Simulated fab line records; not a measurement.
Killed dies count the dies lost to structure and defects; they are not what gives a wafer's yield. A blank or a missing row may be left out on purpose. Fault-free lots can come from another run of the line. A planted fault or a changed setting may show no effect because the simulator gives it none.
Struck lot and sound lot, side by side + flow sky130 + 16 steps out of a route of 708
Sound: these wafers, L120.1, L120.3, L120.4. Struck: wafer L123.5 (L123.3, L123.4, from the same lot, were not struck and are left out); the cause is given at the end.
Per side, at each step with rows, come the tool, then ch with its chambers, and then its first start. Under that, the readings that differ: sound wafers + struck wafers + difference of the means + sigmas: that difference in standard deviations of wafers without a fault.
alike: readings with means less than 2 such deviations apart, plus words and numbers identical on both sides. not compared: withheld readings, readings lacking a value on some wafer, bounds such as >300 that could conceal the same value, and numbers that have no deviation in the record and whose values overlap.
Wherever a step has rows on one side only, a row that says differs or no value, or a row with sigmas, the two part there. Numbers that don't overlap but have no deviation are shown without sigmas and don't part them. A reading that every wafer of one side lacks parts them only if that side has two wafers or more.

SKY_LI_CONTACT_CMP_02: polishes PSG.
  sound on cmp-02 ch 0,2,3, day 31 04:15; struck on cmp-01 ch 0, day 32 03:46
  alike: motor_current_A, time_to_endpoint_s
SKY_LI_CONTACT_BOW_MEAS_03:
  sound on film_metro-03, day 31 04:30; struck on film_metro-03, day 32 04:07
  alike: LI_CONTACT_BOW
then, 8 steps without rows for these wafers: SKY_LI_CONTACT_DEHYDRATE_04 (time 60 s); SKY_LI_CONTACT_HMDS_05 (prime time 60 s); SKY_LI_CONTACT_COAT_06 (resist thk 60 nm); SKY_LI_CONTACT_COAT_07 (resist thk 450 nm); SKY_LI_CONTACT_SOFTBAKE_08 (time 90 s); SKY_LI_CONTACT_EXPOSE_09 (exposes mask LICM1, target cd 170 nm); SKY_LI_CONTACT_PEB_10; SKY_LI_CONTACT_DEVELOP_11 (develop time 60 s).
SKY_LI_CONTACT_CD_MEAS_12: target cd 170 nm.
  sound on cd_sem-02, day 32 07:37; struck on cd_sem-02, day 33 08:02
  alike: cd_nm
SKY_LI_CONTACT_OVL_MEAS_13:
  sound on overlay-01, day 32 07:44; struck on overlay-01, day 33 08:08
  alike: LI_CONTACT_OVL
SKY_LI_CONTACT_ETCH_14: etches BARC in N2/H2, stops on SiO2, time 45.9 s, target depth 60 nm.
  sound on rie_diel-01 ch 0,2,3, day 32 07:46; struck on rie_diel-01 ch 2, day 33 08:10
| reading                                           | sound             | struck | difference | sigmas |
|---------------------------------------------------|-------------------|--------|------------|--------|
| oes_product_au (a.u.)                             | 0.853 0.858 0.857 | 1.002  | +0.146     | +37    |
| run_length_s (s)                                  | 74.2 74.0 74.5    | 66.3   | -7.9       | -24    |
| model.KrF-thick_of_LI_CONTACT_COAT_07.thk_nm (nm) | 393.3 392.8 391.8 | 397.2  | +4.6       |        |
  alike: drypump_motor_current_A, n2_flow_sccm, throttle_valve_pct
  not compared: bias_w, rf_hours_counter_h
SKY_LI_CONTACT_ETCH_15: etches PSG in C4F8/O2/Ar, stops on Si, target depth 600 nm.
  sound on rie_diel-01 ch 0,2,3, day 32 07:49; struck on rie_diel-01 ch 2, day 33 08:12
  alike: bias_w, oes_product_au
  not compared: model.KrF-thick_of_LI_CONTACT_COAT_07.thk_nm
SKY_LI_CONTACT_STRIP_16: strips in O2/N2.
  sound on plasma_asher-02 ch 0,1, day 32 07:53; struck on plasma_asher-01 ch 0, day 33 08:19
| reading                     | sound             | struck | difference | sigmas |
|-----------------------------|-------------------|--------|------------|--------|
| drypump_motor_current_A (A) | 5.6 5.3 5.6       | 6.5    | +1.0       | +2     |
| n2_flow_sccm (sccm)         | 301.2 302.4 300.4 | 298.4  | -2.9       | -3     |
  alike: oes_product_au, strip_time_to_endpoint_s
  not compared: rf_hours_counter_h
-- record jumps: 15 days separate the struck wafers' starts on either side; left off in module LI_CONTACT, taken up again in module PAD_OPEN, whose first shown step is the route's number 708 --
SKY_PAD_OPEN_PROBE_99:
  sound on prober-02, day 48 00:21; struck on prober-01, day 48 17:14
  alike: killed_at_M0_to_M3, killed_at_M4_up, killed_at_contacts, killed_at_front_end, killed_at_other, killed_dies, killed_open, killed_short

WHERE THEY PART
Earliest at SKY_LI_CONTACT_ETCH_14; latest, in this record, at SKY_LI_CONTACT_STRIP_16. Later steps at which nothing parts them and some readings are alike: SKY_PAD_OPEN_PROBE_99.

WHY: whatever the simulator had introduced
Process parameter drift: rie_diel-01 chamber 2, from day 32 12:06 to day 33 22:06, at SKY_LI_CONTACT_ETCH_14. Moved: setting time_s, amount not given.
